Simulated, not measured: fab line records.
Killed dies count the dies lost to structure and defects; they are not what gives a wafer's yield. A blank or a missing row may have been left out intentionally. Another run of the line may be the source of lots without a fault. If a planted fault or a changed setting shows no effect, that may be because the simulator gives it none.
A lot that was struck, set against a sound lot	flow sky130	15 steps out of a route of 708
Sound: wafers L758.3, L758.5, L758.6. The struck wafers were L750.3, L750.5, L750.6. Last of all comes the cause.
Order at every step that has rows: each side's tool, ch and its chambers, its first start. Under that, the readings that differ: sound wafers	struck wafers	difference of the means	sigmas: that difference in standard deviations of wafers without a fault.
alike: words and numbers the same on both sides, and readings whose means are apart by under 2 such deviations; not compared: readings that were withheld, readings missing a value for some wafer, numbers with overlapping values and no deviation given by the record, and bounds like >300 which may hide the same value.
The two part at a step that has a row with sigmas, a row that says differs or no value, or rows on one side only. Numbers that have no deviation but don't overlap get no sigmas and don't part them. Lack of a reading on every wafer of one side parts them only where that side has two or more wafers.

SKY_SONOS_ONO_THK_MEAS_03:
  sound: film metro-01 at day 16 11:36; struck: film metro-03 at day 13 09:07
  alike: SONOS_ONO_CVD_02_THK
then, 1 step without rows for these wafers: SKY_SONOS_ONO_CVD_04 (deposits SiO2 from SiH4/N2O, target thk 5.7199 nm).
SKY_SONOS_ONO_THK_MEAS_05:
  sound: film metro-03 at day 16 12:55; struck: film metro-01 at day 13 11:03
  alike: SONOS_ONO_CVD_04_THK
then, 7 steps without rows for these wafers: SKY_SONOS_ONO_DEHYDRATE_06 (time 60 s); SKY_SONOS_ONO_HMDS_07 (prime time 60 s); SKY_SONOS_ONO_COAT_08 (resist thk 1140 nm); SKY_SONOS_ONO_SOFTBAKE_09 (time 60 s); SKY_SONOS_ONO_EXPOSE_10 (exposes mask ONOM, target cd 410 nm); SKY_SONOS_ONO_PEB_11; SKY_SONOS_ONO_DEVELOP_12 (develop time 60 s).
SKY_SONOS_ONO_CD_MEAS_13 targets a cd of 410 nm.
  sound: cd sem-02 at day 17 17:17; struck: cd sem-02 at day 14 12:58
  alike: cd nm
SKY_SONOS_ONO_OVL_MEAS_14:
  sound: overlay-01 at day 17 17:22; struck: overlay-01 at day 14 13:03
  alike: SONOS_ONO_OVL
SKY_SONOS_ONO_ETCH_15: etches the open film in CHF3/O2, target depth 19.52 nm, time 7.8 s.
  sound on rie diel-03 ch 0,1, day 17 17:24; struck on rie diel-04 ch 0,1,3, day 14 13:04
reading	sound	struck	difference	sigmas
model.SONOS_ONO.feature depth nm (nm)	19.7 19.4 19.98	9.025 9.187 9.13	-10.579	
model.etch.depth nm (nm)	19.7 19.4 19.98	9.025 9.187 9.13	-10.579	
model.NOVOLAK_of_SONOS_ONO_COAT_08.thk nm (nm)	1124 1124 1124	1133 1133 1134	+9	
  alike: drypump motor current A, oes product au, throttle valve pct
  not compared: rf hours counter h
then, 1 step without rows for these wafers: SKY_SONOS_ONO_WET_ETCH_16 (etches SiO2 in dHF, target depth 14 nm, time 280 s).
-- here the record skips 33 days between the struck wafers' starts before and after, leaving off in module SONOS_ONO and picking up in module PAD_OPEN (first step shown: number 708 of the route) --
SKY_PAD_OPEN_PROBE_99:
  sound: prober-01 at day 49 06:35; struck: prober-02 at day 47 13:29
reading	sound	struck	difference	sigmas
killed at front end	5 12 14	17 22 26	+11	+3
model.etest.nfet_16v.r on ohm um	1.4e+04 1.4e+04 1.394e+04	1.806e+04 1.824e+04 1.812e+04	+4.160e+03	
model.etest.pfet_16v.r on ohm um	1.469e+04 1.493e+04 1.489e+04	1.703e+04 1.674e+04 1.582e+04	+1.693e+03	
model.etest.pfet g5v0d10v5.r on ohm um	4704 4729 4735	5440 5497 5462	+744	
model.etest.nfet g5v0d10v5.r on ohm um	1862 1881 1870	2497 2456 2511	+617	
model.etest.tip sonos.rs ohm sq	2584 2623 2558	3004 2973 3036	+416	
model.etest.nfet g5v0d10v5.drive ua um	606.1 598.4 600.6	386.2 388.9 384.4	-215.2	
model.etest.nfet_05v0_nvt.drive ua um	578.3 572.1 569.7	409.9 414.6 411.5	-161.4	
model.etest.nfet_16v.drive ua um	224.5 223.1 221.7	127 128.3 126.7	-96	
  alike: killed_at_M0_to_M3, killed_at_M4_up, killed at contacts, killed at other, killed dies, killed open, killed short

== WHERE THEY PART ==
At SKY_PAD_OPEN_PROBE_99 and nowhere else, as far as this record goes.

WHY: whatever the simulator had introduced
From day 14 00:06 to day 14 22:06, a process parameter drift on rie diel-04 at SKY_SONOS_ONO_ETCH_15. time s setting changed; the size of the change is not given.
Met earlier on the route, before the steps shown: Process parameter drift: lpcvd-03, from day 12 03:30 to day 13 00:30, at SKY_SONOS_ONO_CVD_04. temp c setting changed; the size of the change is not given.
